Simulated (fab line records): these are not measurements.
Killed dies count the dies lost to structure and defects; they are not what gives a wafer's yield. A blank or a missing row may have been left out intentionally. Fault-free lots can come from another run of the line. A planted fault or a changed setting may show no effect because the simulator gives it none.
fab line records || flow sky130
record {"lots": 5, "wafers": 15, "last_day": 50}
route steps=708 shown VIA1@461
lots untouched by any fault: they come from a run of this same line in which no faults occurred
start_h: start of the lot's first displayed wafer, in hours after the record's first day || wait_h: hours elapsed since this lot's preceding step || " as in the row above || L1.1+2: several wafers, shown together as one row || - no value, or no start was given || * or withheld: withheld || < > ~ a bound
route shown NAME@n: NAME is a module with steps in the file, n the number in the route of the first one || usual: mean and standard deviation over wafers with no fault || same: alike in all rows || chamber/n: place in a boat || sites: each site's reading || _std_site: their standard deviation || _edge_site: outer sites' mean less inner sites' || radius_mm: how far each site lies from the wafer's centre || mask NAME#n: copy n || behind: tool/chamber where the wafer was last shaped || hold: why the lot was held/for how many hours/how that ended || device: whichever transistor did not switch (one of n, p or np) || end of line: the same wafers' tests at the end of the route || where a step has no rows: the recipe by itself || killed: at the first sort, the dies lost to defects and structure; wafer yield is something else || map: a wafer's dies, x killed, . not, _ none there
set.NAME: the run value of the setting; set.NAME@STEP: its run value at that earlier step || model.NAME: the simulator's own value behind a step, which no gauge read
lots at selected steps of the route; one table per step, one row per wafer
services: a tool's chamber out of use, with start hour (start_h, from the record's first day; less than 0 if before it), hours out, and reason
## steps
# step SKY_VIA1_BOW_MEAS_03
# recipe {"mode": "bow"}
# usual {"VIA1_BOW": "80/6.8"}
{"lot.wafer": "L377.1", "tool": "film_metro-03", "chamber": "-", "start_h": 795.69, "wait_h": 0.2, "VIA1_BOW[um]": 83}
{"lot.wafer": "L377.4", "tool": "film_metro-03", "chamber": "-", "start_h": 795.69, "wait_h": 0.2, "VIA1_BOW[um]": 79}
{"lot.wafer": "L377.6", "tool": "film_metro-03", "chamber": "-", "start_h": 795.69, "wait_h": 0.2, "VIA1_BOW[um]": 74}
{"lot.wafer": "L382.1", "tool": "film_metro-03", "chamber": "-", "start_h": 822.40, "wait_h": 0.1, "VIA1_BOW[um]": 86}
{"lot.wafer": "L382.5", "tool": "film_metro-03", "chamber": "-", "start_h": 822.40, "wait_h": 0.1, "VIA1_BOW[um]": 87}
{"lot.wafer": "L382.6", "tool": "film_metro-03", "chamber": "-", "start_h": 822.40, "wait_h": 0.1, "VIA1_BOW[um]": 79}
{"lot.wafer": "L389.2", "tool": "film_metro-04", "chamber": "-", "start_h": 863.98, "wait_h": 0.1, "VIA1_BOW[um]": 64}
{"lot.wafer": "L389.4", "tool": "film_metro-04", "chamber": "-", "start_h": 863.98, "wait_h": 0.1, "VIA1_BOW[um]": 83}
{"lot.wafer": "L389.5", "tool": "film_metro-04", "chamber": "-", "start_h": 863.98, "wait_h": 0.1, "VIA1_BOW[um]": 82}
{"lot.wafer": "L390.1", "tool": "film_metro-01", "chamber": "-", "start_h": 871.94, "wait_h": 0.2, "VIA1_BOW[um]": 69}
{"lot.wafer": "L390.2", "tool": "film_metro-01", "chamber": "-", "start_h": 871.94, "wait_h": 0.2, "VIA1_BOW[um]": 81}
{"lot.wafer": "L390.4", "tool": "film_metro-01", "chamber": "-", "start_h": 871.94, "wait_h": 0.2, "VIA1_BOW[um]": 75}
{"lot.wafer": "L396.2", "tool": "film_metro-01", "chamber": "-", "start_h": 920.71, "wait_h": 0.2, "VIA1_BOW[um]": 79}
{"lot.wafer": "L396.4", "tool": "film_metro-01", "chamber": "-", "start_h": 920.71, "wait_h": 0.2, "VIA1_BOW[um]": 80}
{"lot.wafer": "L396.5", "tool": "film_metro-01", "chamber": "-", "start_h": 920.71, "wait_h": 0.2, "VIA1_BOW[um]": 81}
# step SKY_VIA1_DEHYDRATE_04
# recipe {"temp_c": 200, "time_s": 60}
# step SKY_VIA1_HMDS_05
# recipe {"prime_time_s": 60, "prime_temp_c": 120}
# step SKY_VIA1_COAT_06
# recipe {"resist": "BARC", "temp_c": "withheld", "time_s": "withheld", "spin_rpm": 3000, "resist_thk_nm": 60}
# step SKY_VIA1_COAT_07
# recipe {"resist": "KrF-thick", "spin_rpm": 3000, "resist_thk_nm": 450}
# step SKY_VIA1_SOFTBAKE_08
# recipe {"temp_c": 100, "time_s": 90, "resist": "KrF-thick"}
# step SKY_VIA1_EXPOSE_09
# recipe {"mask_id": "VIM", "na": 0.8, "source_shape": "annular", "sigma_inner": 0.55, "sigma_outer": 0.85, "target_cd_nm": 150, "dose_mj": 38}
# step SKY_VIA1_PEB_10
# recipe {"peb_temp_c": "withheld", "peb_time_s": "withheld", "resist": "KrF-thick"}
# step SKY_VIA1_DEVELOP_11
# recipe {"develop_time_s": 60, "resist": "KrF-thick", "dev_temp_c": 21}
# step SKY_VIA1_CD_MEAS_12
# recipe {"target_cd_nm": 150}
# usual {"cd_nm": "148.9/1.8"}
{"lot.wafer": "L377.1", "tool": "cd_sem-02", "chamber": "-", "start_h": 822.15, "wait_h": "-", "cd_nm": 148.0}
{"lot.wafer": "L377.4", "tool": "cd_sem-02", "chamber": "-", "start_h": 822.15, "wait_h": "-", "cd_nm": 148.3}
{"lot.wafer": "L377.6", "tool": "cd_sem-02", "chamber": "-", "start_h": 822.15, "wait_h": "-", "cd_nm": 148.0}
{"lot.wafer": "L382.1", "tool": "cd_sem-01", "chamber": "-", "start_h": 849.40, "wait_h": "-", "cd_nm": 148.9}
{"lot.wafer": "L382.5", "tool": "cd_sem-01", "chamber": "-", "start_h": 849.40, "wait_h": "-", "cd_nm": 148.3}
{"lot.wafer": "L382.6", "tool": "cd_sem-01", "chamber": "-", "start_h": 849.40, "wait_h": "-", "cd_nm": 147.6}
{"lot.wafer": "L389.2", "tool": "cd_sem-01", "chamber": "-", "start_h": 890.58, "wait_h": "-", "cd_nm": 148.2}
{"lot.wafer": "L389.4", "tool": "cd_sem-01", "chamber": "-", "start_h": 890.58, "wait_h": "-", "cd_nm": 146.8}
{"lot.wafer": "L389.5", "tool": "cd_sem-01", "chamber": "-", "start_h": 890.58, "wait_h": "-", "cd_nm": 146.4}
{"lot.wafer": "L390.1", "tool": "cd_sem-02", "chamber": "-", "start_h": 897.15, "wait_h": "-", "cd_nm": 148.2}
{"lot.wafer": "L390.2", "tool": "cd_sem-02", "chamber": "-", "start_h": 897.15, "wait_h": "-", "cd_nm": 148.8}
{"lot.wafer": "L390.4", "tool": "cd_sem-02", "chamber": "-", "start_h": 897.15, "wait_h": "-", "cd_nm": 149.8}
{"lot.wafer": "L396.2", "tool": "cd_sem-01", "chamber": "-", "start_h": 945.12, "wait_h": "-", "cd_nm": 150.4}
{"lot.wafer": "L396.4", "tool": "cd_sem-01", "chamber": "-", "start_h": 945.12, "wait_h": "-", "cd_nm": 150.4}
{"lot.wafer": "L396.5", "tool": "cd_sem-01", "chamber": "-", "start_h": 945.12, "wait_h": "-", "cd_nm": 151.5}
# step SKY_VIA1_OVL_MEAS_13
# usual {"VIA1_OVL": "-2/4.1"}
{"lot.wafer": "L377.1", "tool": "overlay-01", "chamber": "-", "start_h": 822.27, "wait_h": 0.1, "VIA1_OVL[nm]": 4}
{"lot.wafer": "L377.4", "tool": "overlay-01", "chamber": "-", "start_h": 822.27, "wait_h": 0.1, "VIA1_OVL[nm]": 6}
{"lot.wafer": "L377.6", "tool": "overlay-01", "chamber": "-", "start_h": 822.27, "wait_h": 0.1, "VIA1_OVL[nm]": 5}
{"lot.wafer": "L382.1", "tool": "overlay-02", "chamber": "-", "start_h": 849.52, "wait_h": 0.1, "VIA1_OVL[nm]": -3}
{"lot.wafer": "L382.5", "tool": "overlay-02", "chamber": "-", "start_h": 849.52, "wait_h": 0.1, "VIA1_OVL[nm]": -5}
{"lot.wafer": "L382.6", "tool": "overlay-02", "chamber": "-", "start_h": 849.52, "wait_h": 0.1, "VIA1_OVL[nm]": 1}
{"lot.wafer": "L389.2", "tool": "overlay-02", "chamber": "-", "start_h": 890.69, "wait_h": 0.1, "VIA1_OVL[nm]": -5}
{"lot.wafer": "L389.4", "tool": "overlay-02", "chamber": "-", "start_h": 890.69, "wait_h": 0.1, "VIA1_OVL[nm]": -4}
{"lot.wafer": "L389.5", "tool": "overlay-02", "chamber": "-", "start_h": 890.69, "wait_h": 0.1, "VIA1_OVL[nm]": -8}
{"lot.wafer": "L390.1", "tool": "overlay-01", "chamber": "-", "start_h": 897.27, "wait_h": 0.1, "VIA1_OVL[nm]": -4}
{"lot.wafer": "L390.2", "tool": "overlay-01", "chamber": "-", "start_h": 897.27, "wait_h": 0.1, "VIA1_OVL[nm]": 0}
{"lot.wafer": "L390.4", "tool": "overlay-01", "chamber": "-", "start_h": 897.27, "wait_h": 0.1, "VIA1_OVL[nm]": 0}
{"lot.wafer": "L396.2", "tool": "overlay-02", "chamber": "-", "start_h": 945.23, "wait_h": 0.1, "VIA1_OVL[nm]": -10}
{"lot.wafer": "L396.4", "tool": "overlay-02", "chamber": "-", "start_h": 945.23, "wait_h": 0.1, "VIA1_OVL[nm]": -2}
{"lot.wafer": "L396.5", "tool": "overlay-02", "chamber": "-", "start_h": 945.23, "wait_h": 0.1, "VIA1_OVL[nm]": 1}
# step SKY_VIA1_ETCH_14
# recipe {"chemistry": "N2/H2", "target": "BARC", "ion_energy_ev": 200, "source_w": 500, "bias_w": 100, "pressure_mtorr": 30, "n2_flow_sccm": 100, "h2_flow_sccm": 200, "stop_on": "SiO2", "time_s": 45.9, "target_depth_a": 600}
# usual {"drypump_motor_current_A": "5.6/0.33", "oes_product_au": "0.854/0.0051", "throttle_valve_pct": "13.225/0.0094"}
{"lot.wafer": "L377.1", "tool": "rie_diel-03", "chamber": 3, "start_h": 822.31, "wait_h": 0.0, "drypump_motor_current_A": 5.0, "oes_product_au": 0.850, "rf_hours_counter_h": 4, "throttle_valve_pct": 13.224}
{"lot.wafer": "L377.4", "tool": "rie_diel-03", "chamber": 2, "start_h": 822.31, "wait_h": 0.0, "drypump_motor_current_A": 5.7, "oes_product_au": 0.851, "rf_hours_counter_h": 9, "throttle_valve_pct": 13.212}
{"lot.wafer": "L377.6", "tool": "rie_diel-03", "chamber": 0, "start_h": 822.31, "wait_h": 0.0, "drypump_motor_current_A": 5.1, "oes_product_au": 0.853, "rf_hours_counter_h": "-", "throttle_valve_pct": 13.220}
{"lot.wafer": "L382.1", "tool": "rie_diel-02", "chamber": 0, "start_h": 849.56, "wait_h": 0.0, "drypump_motor_current_A": 5.9, "oes_product_au": 0.852, "rf_hours_counter_h": 8, "throttle_valve_pct": 13.224}
{"lot.wafer": "L382.5", "tool": "rie_diel-02", "chamber": 2, "start_h": 849.56, "wait_h": 0.0, "drypump_motor_current_A": 6.0, "oes_product_au": 0.861, "rf_hours_counter_h": "-", "throttle_valve_pct": 13.222}
{"lot.wafer": "L382.6", "tool": "rie_diel-02", "chamber": 3, "start_h": 849.56, "wait_h": 0.0, "drypump_motor_current_A": 5.6, "oes_product_au": 0.854, "rf_hours_counter_h": "-", "throttle_valve_pct": 13.227}
{"lot.wafer": "L389.2", "tool": "rie_diel-02", "chamber": 2, "start_h": 890.72, "wait_h": 0.0, "drypump_motor_current_A": 5.9, "oes_product_au": 0.845, "rf_hours_counter_h": 4, "throttle_valve_pct": 13.249}
{"lot.wafer": "L389.4", "tool": "rie_diel-02", "chamber": 0, "start_h": 890.72, "wait_h": 0.0, "drypump_motor_current_A": 6.0, "oes_product_au": 0.849, "rf_hours_counter_h": 8, "throttle_valve_pct": 13.226}
{"lot.wafer": "L389.5", "tool": "rie_diel-02", "chamber": 1, "start_h": 890.72, "wait_h": 0.0, "drypump_motor_current_A": 5.7, "oes_product_au": 0.853, "rf_hours_counter_h": "-", "throttle_valve_pct": 13.247}
{"lot.wafer": "L390.1", "tool": "rie_diel-03", "chamber": 1, "start_h": 897.31, "wait_h": 0.0, "drypump_motor_current_A": 5.5, "oes_product_au": 0.857, "rf_hours_counter_h": 5, "throttle_valve_pct": 13.220}
{"lot.wafer": "L390.2", "tool": "rie_diel-03", "chamber": 2, "start_h": 897.31, "wait_h": 0.0, "drypump_motor_current_A": 5.7, "oes_product_au": 0.860, "rf_hours_counter_h": 12, "throttle_valve_pct": 13.222}
{"lot.wafer": "L390.4", "tool": "rie_diel-03", "chamber": 3, "start_h": 897.31, "wait_h": 0.0, "drypump_motor_current_A": 5.0, "oes_product_au": 0.861, "rf_hours_counter_h": 7, "throttle_valve_pct": 13.239}
{"lot.wafer": "L396.2", "tool": "rie_diel-02", "chamber": 2, "start_h": 945.26, "wait_h": 0.0, "drypump_motor_current_A": 5.9, "oes_product_au": 0.860, "rf_hours_counter_h": 6, "throttle_valve_pct": 13.224}
{"lot.wafer": "L396.4", "tool": "rie_diel-02", "chamber": 0, "start_h": 945.26, "wait_h": 0.0, "drypump_motor_current_A": 6.0, "oes_product_au": 0.865, "rf_hours_counter_h": 9, "throttle_valve_pct": 13.230}
{"lot.wafer": "L396.5", "tool": "rie_diel-02", "chamber": 3, "start_h": 945.26, "wait_h": 0.0, "drypump_motor_current_A": 5.6, "oes_product_au": 0.846, "rf_hours_counter_h": "-", "throttle_valve_pct": 13.222}
# step SKY_VIA1_ETCH_15
# recipe {"target": "SiO2", "chemistry": "C4F8/O2/Ar", "target_depth_nm": 351, "stop_on": "TiN", "mask_material": "KrF-thick", "source_w": 1500, "bias_w": 1200, "pressure_mtorr": 40, "c4f8_flow_sccm": "withheld", "O2_flow_sccm": 6, "Ar_flow_sccm": 300, "time_s": 54}
# usual {"oes_product_au": "0.982/0.0052"}
{"lot.wafer": "L377.1", "tool": "rie_diel-03", "chamber": 3, "start_h": 822.35, "wait_h": 0.0, "oes_product_au": 0.993, "rf_hours_counter_h": 4, "model.VIA1.feature_depth_nm": 345.3, "model.etch.depth_nm": 345.3, "model.KrF-thick_of_VIA1_COAT_07.thk_nm": 320.4}
{"lot.wafer": "L377.4", "tool": "rie_diel-03", "chamber": 2, "start_h": 822.35, "wait_h": 0.0, "oes_product_au": 0.986, "rf_hours_counter_h": 9, "model.VIA1.feature_depth_nm": 344.2, "model.etch.depth_nm": 344.2, "model.KrF-thick_of_VIA1_COAT_07.thk_nm": 320}
{"lot.wafer": "L377.6", "tool": "rie_diel-03", "chamber": 0, "start_h": 822.35, "wait_h": 0.0, "oes_product_au": 0.982, "rf_hours_counter_h": "-", "model.VIA1.feature_depth_nm": 345, "model.etch.depth_nm": 345, "model.KrF-thick_of_VIA1_COAT_07.thk_nm": 322}
{"lot.wafer": "L382.1", "tool": "rie_diel-02", "chamber": 0, "start_h": 849.60, "wait_h": 0.0, "oes_product_au": 0.998, "rf_hours_counter_h": 8, "model.VIA1.feature_depth_nm": 345.3, "model.etch.depth_nm": 345.3, "model.KrF-thick_of_VIA1_COAT_07.thk_nm": 321.9}
{"lot.wafer": "L382.5", "tool": "rie_diel-02", "chamber": 2, "start_h": 849.60, "wait_h": 0.0, "oes_product_au": 0.978, "rf_hours_counter_h": "-", "model.VIA1.feature_depth_nm": 344, "model.etch.depth_nm": 344, "model.KrF-thick_of_VIA1_COAT_07.thk_nm": 323.8}
{"lot.wafer": "L382.6", "tool": "rie_diel-02", "chamber": 3, "start_h": 849.60, "wait_h": 0.0, "oes_product_au": 0.980, "rf_hours_counter_h": "-", "model.VIA1.feature_depth_nm": 344.6, "model.etch.depth_nm": 344.6, "model.KrF-thick_of_VIA1_COAT_07.thk_nm": 320.9}
{"lot.wafer": "L389.2", "tool": "rie_diel-02", "chamber": 2, "start_h": 890.76, "wait_h": 0.0, "oes_product_au": 0.988, "rf_hours_counter_h": 4, "model.VIA1.feature_depth_nm": 346, "model.etch.depth_nm": 346, "model.KrF-thick_of_VIA1_COAT_07.thk_nm": 324.3}
{"lot.wafer": "L389.4", "tool": "rie_diel-02", "chamber": 0, "start_h": 890.76, "wait_h": 0.0, "oes_product_au": 0.980, "rf_hours_counter_h": 8, "model.VIA1.feature_depth_nm": 345.1, "model.etch.depth_nm": 345.1, "model.KrF-thick_of_VIA1_COAT_07.thk_nm": 323.7}
{"lot.wafer": "L389.5", "tool": "rie_diel-02", "chamber": 1, "start_h": 890.76, "wait_h": 0.0, "oes_product_au": 0.990, "rf_hours_counter_h": "-", "model.VIA1.feature_depth_nm": 345.7, "model.etch.depth_nm": 345.7, "model.KrF-thick_of_VIA1_COAT_07.thk_nm": 322.8}
{"lot.wafer": "L390.1", "tool": "rie_diel-03", "chamber": 1, "start_h": 897.35, "wait_h": 0.0, "oes_product_au": 0.819, "rf_hours_counter_h": 5, "model.VIA1.feature_depth_nm": 249.1, "model.etch.depth_nm": 249.1, "model.KrF-thick_of_VIA1_COAT_07.thk_nm": 344.9}
{"lot.wafer": "L390.2", "tool": "rie_diel-03", "chamber": 2, "start_h": 897.35, "wait_h": 0.0, "oes_product_au": 0.821, "rf_hours_counter_h": 12, "model.VIA1.feature_depth_nm": 249.9, "model.etch.depth_nm": 249.9, "model.KrF-thick_of_VIA1_COAT_07.thk_nm": 344.5}
{"lot.wafer": "L390.4", "tool": "rie_diel-03", "chamber": 3, "start_h": 897.35, "wait_h": 0.0, "oes_product_au": 0.821, "rf_hours_counter_h": 7, "model.VIA1.feature_depth_nm": 249.9, "model.etch.depth_nm": 249.9, "model.KrF-thick_of_VIA1_COAT_07.thk_nm": 345}
{"lot.wafer": "L396.2", "tool": "rie_diel-02", "chamber": 2, "start_h": 945.30, "wait_h": 0.0, "oes_product_au": 0.979, "rf_hours_counter_h": 6, "model.VIA1.feature_depth_nm": 346.3, "model.etch.depth_nm": 346.3, "model.KrF-thick_of_VIA1_COAT_07.thk_nm": 322.1}
{"lot.wafer": "L396.4", "tool": "rie_diel-02", "chamber": 0, "start_h": 945.30, "wait_h": 0.0, "oes_product_au": 0.984, "rf_hours_counter_h": 9, "model.VIA1.feature_depth_nm": 346.3, "model.etch.depth_nm": 346.3, "model.KrF-thick_of_VIA1_COAT_07.thk_nm": 324.1}
{"lot.wafer": "L396.5", "tool": "rie_diel-02", "chamber": 3, "start_h": 945.30, "wait_h": 0.0, "oes_product_au": 0.985, "rf_hours_counter_h": "-", "model.VIA1.feature_depth_nm": 347, "model.etch.depth_nm": 347, "model.KrF-thick_of_VIA1_COAT_07.thk_nm": 321.4}
# step SKY_VIA1_STRIP_16
# recipe {"chemistry": "O2/N2", "power_w": 1400, "pressure_mtorr": 1500, "platen_temp_c": "withheld", "o2_flow_sccm": 3000, "n2_flow_sccm": 300, "overash_fraction": 0.5}
# usual {"drypump_motor_current_A": "5.9/0.52", "oes_product_au": "0.416/0.0051", "strip_time_to_endpoint_s": "4.457/0.022"}
{"lot.wafer": "L377.1", "tool": "plasma_asher-02", "chamber": 1, "start_h": 822.40, "wait_h": 0.0, "drypump_motor_current_A": 6.8, "oes_product_au": 0.404, "rf_hours_counter_h": 39, "strip_time_to_endpoint_s": 4.438}
{"lot.wafer": "L377.4", "tool": "plasma_asher-02", "chamber": 1, "start_h": 822.40, "wait_h": 0.0, "drypump_motor_current_A": 6.9, "oes_product_au": 0.411, "rf_hours_counter_h": "-", "strip_time_to_endpoint_s": 4.413}
{"lot.wafer": "L377.6", "tool": "plasma_asher-02", "chamber": 0, "start_h": 822.40, "wait_h": 0.0, "drypump_motor_current_A": 6.1, "oes_product_au": 0.416, "rf_hours_counter_h": "-", "strip_time_to_endpoint_s": 4.446}
{"lot.wafer": "L382.1", "tool": "plasma_asher-01", "chamber": 1, "start_h": 849.65, "wait_h": 0.0, "drypump_motor_current_A": 5.6, "oes_product_au": 0.415, "rf_hours_counter_h": 9, "strip_time_to_endpoint_s": 4.444}
{"lot.wafer": "L382.5", "tool": "plasma_asher-01", "chamber": 0, "start_h": 849.65, "wait_h": 0.0, "drypump_motor_current_A": 6.1, "oes_product_au": 0.418, "rf_hours_counter_h": "-", "strip_time_to_endpoint_s": 4.465}
{"lot.wafer": "L382.6", "tool": "plasma_asher-01", "chamber": 1, "start_h": 849.65, "wait_h": 0.0, "drypump_motor_current_A": 5.6, "oes_product_au": 0.416, "rf_hours_counter_h": "-", "strip_time_to_endpoint_s": 4.440}
{"lot.wafer": "L389.2", "tool": "plasma_asher-03", "chamber": 0, "start_h": 890.81, "wait_h": 0.0, "drypump_motor_current_A": 5.8, "oes_product_au": 0.423, "rf_hours_counter_h": 81, "strip_time_to_endpoint_s": 4.472}
{"lot.wafer": "L389.4", "tool": "plasma_asher-03", "chamber": 0, "start_h": 890.81, "wait_h": 0.0, "drypump_motor_current_A": 5.8, "oes_product_au": 0.402, "rf_hours_counter_h": "-", "strip_time_to_endpoint_s": 4.455}
{"lot.wafer": "L389.5", "tool": "plasma_asher-03", "chamber": 1, "start_h": 890.81, "wait_h": 0.0, "drypump_motor_current_A": 5.3, "oes_product_au": 0.416, "rf_hours_counter_h": "-", "strip_time_to_endpoint_s": 4.464}
{"lot.wafer": "L390.1", "tool": "plasma_asher-02", "chamber": 0, "start_h": 897.40, "wait_h": 0.0, "drypump_motor_current_A": 6.1, "oes_product_au": 0.424, "rf_hours_counter_h": 46, "strip_time_to_endpoint_s": 4.700}
{"lot.wafer": "L390.2", "tool": "plasma_asher-02", "chamber": 1, "start_h": 897.40, "wait_h": 0.0, "drypump_motor_current_A": 6.8, "oes_product_au": 0.424, "rf_hours_counter_h": 46, "strip_time_to_endpoint_s": 4.696}
{"lot.wafer": "L390.4", "tool": "plasma_asher-02", "chamber": 1, "start_h": 897.40, "wait_h": 0.0, "drypump_motor_current_A": 6.8, "oes_product_au": 0.421, "rf_hours_counter_h": "-", "strip_time_to_endpoint_s": 4.703}
{"lot.wafer": "L396.2", "tool": "plasma_asher-03", "chamber": 0, "start_h": 945.35, "wait_h": 0.0, "drypump_motor_current_A": 5.8, "oes_product_au": 0.419, "rf_hours_counter_h": 87, "strip_time_to_endpoint_s": 4.455}
{"lot.wafer": "L396.4", "tool": "plasma_asher-03", "chamber": 0, "start_h": 945.35, "wait_h": 0.0, "drypump_motor_current_A": 5.8, "oes_product_au": 0.413, "rf_hours_counter_h": "-", "strip_time_to_endpoint_s": 4.476}
{"lot.wafer": "L396.5", "tool": "plasma_asher-03", "chamber": 0, "start_h": 945.35, "wait_h": 0.0, "drypump_motor_current_A": 5.8, "oes_product_au": 0.418, "rf_hours_counter_h": "-", "strip_time_to_endpoint_s": 4.450}
# step SKY_VIA1_STRIP_17
# recipe {"chemistry": "post_etch_residue_remover", "time_s": 1200, "temp_c": 72.5}
## services
{"tool": "plasma_asher-02", "chamber": "-", "start_h": 830.95, "hours": 2.8, "kind": "pm"}
{"tool": "plasma_asher-01", "chamber": "-", "start_h": 838.78, "hours": 2.8, "kind": "pm"}
{"tool": "rie_diel-02", "chamber": 3, "start_h": 860.19, "hours": 7.9, "kind": "repair"}
{"tool": "rie_diel-02", "chamber": "-", "start_h": 862.02, "hours": 28.1, "kind": "pm"}
{"tool": "rie_diel-03", "chamber": 3, "start_h": 865.36, "hours": 1.8, "kind": "repair"}
{"tool": "rie_diel-02", "chamber": 3, "start_h": 896.18, "hours": 27.6, "kind": "repair"}
{"tool": "rie_diel-03", "chamber": "-", "start_h": 910.67, "hours": 0.5, "kind": "repair"}
{"tool": "plasma_asher-01", "chamber": "-", "start_h": 937.68, "hours": 1.3, "kind": "repair"}
## key
first_sign {"step": "SKY_VIA1_ETCH_15", "reading": "oes_product_au", "direction": "down", "sigmas": 31, "usual": 0.982, "struck": 0.820}
effect {"step": "SKY_VIA1_STRIP_16", "reading": "strip_time_to_endpoint_s", "direction": "up", "sigmas": 11, "usual": "*", "struck": "*"}
model_effect {"step": "SKY_VIA1_ETCH_15", "value": "VIA1.feature_depth_nm", "without": 344.9, "struck": 249.6}
model_effect {"step": "SKY_PAD_OPEN_PROBE_99", "value": "etest.nfet_16v.under_floor", "without": 0, "struck": 1}
met_at SKY_VIA1_ETCH_15
struck_wafers L390.1,L390.2,L390.4
sort_left_out L390.1,L390.2,L390.4
tester_left_out L390
onset_between 822.35 897.35
earlier_fault {"kind": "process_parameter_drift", "tool": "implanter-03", "chamber": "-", "onset_h": 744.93, "steps": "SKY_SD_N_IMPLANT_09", "channel": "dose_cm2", "offset": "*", "shape": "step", "end_h": 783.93, "acts_in": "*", "stated": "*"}
fault {"kind": "process_parameter_drift", "tool": "rie_diel-03", "chamber": "-", "onset_h": 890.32, "steps": "SKY_VIA1_ETCH_15", "channel": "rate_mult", "offset": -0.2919, "shape": "step"}
# tester_left_out: of these lots the tester's yield and bins aren't shown, on N5 and GAA mostly nor the transistor test; their killed dies are dies lost to structure and defects alone, not to doping, threshold or leakage, so they don't give the yield
# sort_left_out: the simulated sort isn't trusted on such a fault, so these wafers' sort isn't shown, and their yield isn't known
